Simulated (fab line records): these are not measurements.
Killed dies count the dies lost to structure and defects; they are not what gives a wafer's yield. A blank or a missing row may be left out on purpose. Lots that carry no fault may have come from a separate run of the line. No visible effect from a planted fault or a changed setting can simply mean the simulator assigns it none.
Which tool did it? | flow gf180mcu | 10 lots with 30 wafers sampled at 3 steps, on a route of 602 steps

== WHAT EACH GAUGE READ, for each wafer ==
GF_VT_IMPLANT_TW_MEAS_10. Usual: VT_IMPLANT_TW gives 561 (standard deviation 4.6).
lot  | measured    | on            | VT_IMPLANT_TW | flag
L527 | day 5 20:56 | film-metro-03 | 555 559 559   |
L528 | day 5 23:34 | film-metro-03 | 556 559 557   |
L529 | day 6 06:30 | film-metro-01 | 567 569 569   |
L530 | day 6 12:20 | film-metro-04 | 556 557 557   |
L531 | day 6 20:11 | film-metro-04 | 558 558 559   |
L532 | day 6 22:35 | film-metro-03 | 562 560 557   |
L534 | day 7 08:06 | film-metro-01 | 570 572 572   |
L537 | day 8 05:49 | film-metro-04 | 560 559 559   |
L541 | day 9 05:02 | film-metro-04 | 559 561 559   |
L542 | day 9 12:04 | film-metro-04 | 561 560 560   |

GF_VT_IMPLANT_TW_MEAS_32. Usual: VT_IMPLANT_3_TW gives 269.1 (standard deviation 2.7).
lot  | measured     | on            | VT_IMPLANT_3_TW                     | flag
L527 | day 7 02:32  | film-metro-01 | 272.2 272.0 271.2                   |
L528 | day 7 05:19  | film-metro-01 | 272.2 270.8 271.0                   |
L529 | day 7 12:50  | film-metro-01 | 272.1 273.2 273.8                   |
L530 | day 7 18:53  | film-metro-01 | 272.5 271.6 272.0                   |
L531 | day 8 04:14  | film-metro-01 | 271.8 270.8 271.8                   |
L532 | day 8 06:48  | film-metro-01 | 271.6 270.0 270.9                   |
L534 | day 8 16:25  | film-metro-01 | 271.4 270.9 271.5                   |
L537 | day 9 15:57  | film-metro-03 | 266.8 267.7 266.2                   |
L541 | day 10 16:44 | film-metro-03 | 518.8 516.8 515.4 515.8 517.6 517.3 | OFF
L542 | day 11 00:09 | film-metro-04 | 513.9 515.0 514.5 513.9 515.2 516.2 | OFF

== TOOL THAT RAN EACH LOT (tool first, then ch and the chambers of the sampled wafers, then the start) ==
lot  | GF_VT_IMPLANT_IMPLANT_30
L527 | implanter-02 ch 0, day 7 02:18
L528 | implanter-04 ch 0, day 7 05:07
L529 | implanter-04 ch 0, day 7 12:37
L530 | implanter-04 ch 0, day 7 18:38
L531 | implanter-02 ch 0, day 8 03:59
L532 | implanter-03 ch 0, day 8 06:33
L534 | implanter-03 ch 0, day 8 16:11
L537 | implanter-02 ch 0, day 9 15:43
L541 | implanter-03 ch 0, day 10 16:29
L542 | implanter-04 ch 0, day 10 23:55
- GF_VT_IMPLANT_IMPLANT_30

== WHAT THE TOOLS THEMSELVES READ (means of the sampled wafers that have a number; where no wafer has one, the mark that the record gives instead) ==
The record holds no such reading with a usual standard deviation.

== THE ANSWER, worked out from the rows above alone ==
Rule: lot off if the mean of its wafers having a number is beyond 3 standard deviations from the usual mean. Also off: a lot with no number at a reading for which 4 or more lots have one. All remaining lots with rows at the step are treated as sound. The gauges are gone through in route order, then the tools' own readings, and for those a lot's mean is taken as printed above. At the first step where some lot is off, the reading lying furthest off is the one used; lots without a number count as furthest.
Off: L541, L542, at GF_VT_IMPLANT_TW_MEAS_32 (VT_IMPLANT_3_TW).
A tool fits if, at a process step before that reading, it ran every lot that is off, and no sound lot after the first of them. The gauges at GF_VT_IMPLANT_TW_MEAS_32 are tried like those tools. No candidate that was tried fits.

== WHAT THE SIMULATOR HAD PUT IN ==
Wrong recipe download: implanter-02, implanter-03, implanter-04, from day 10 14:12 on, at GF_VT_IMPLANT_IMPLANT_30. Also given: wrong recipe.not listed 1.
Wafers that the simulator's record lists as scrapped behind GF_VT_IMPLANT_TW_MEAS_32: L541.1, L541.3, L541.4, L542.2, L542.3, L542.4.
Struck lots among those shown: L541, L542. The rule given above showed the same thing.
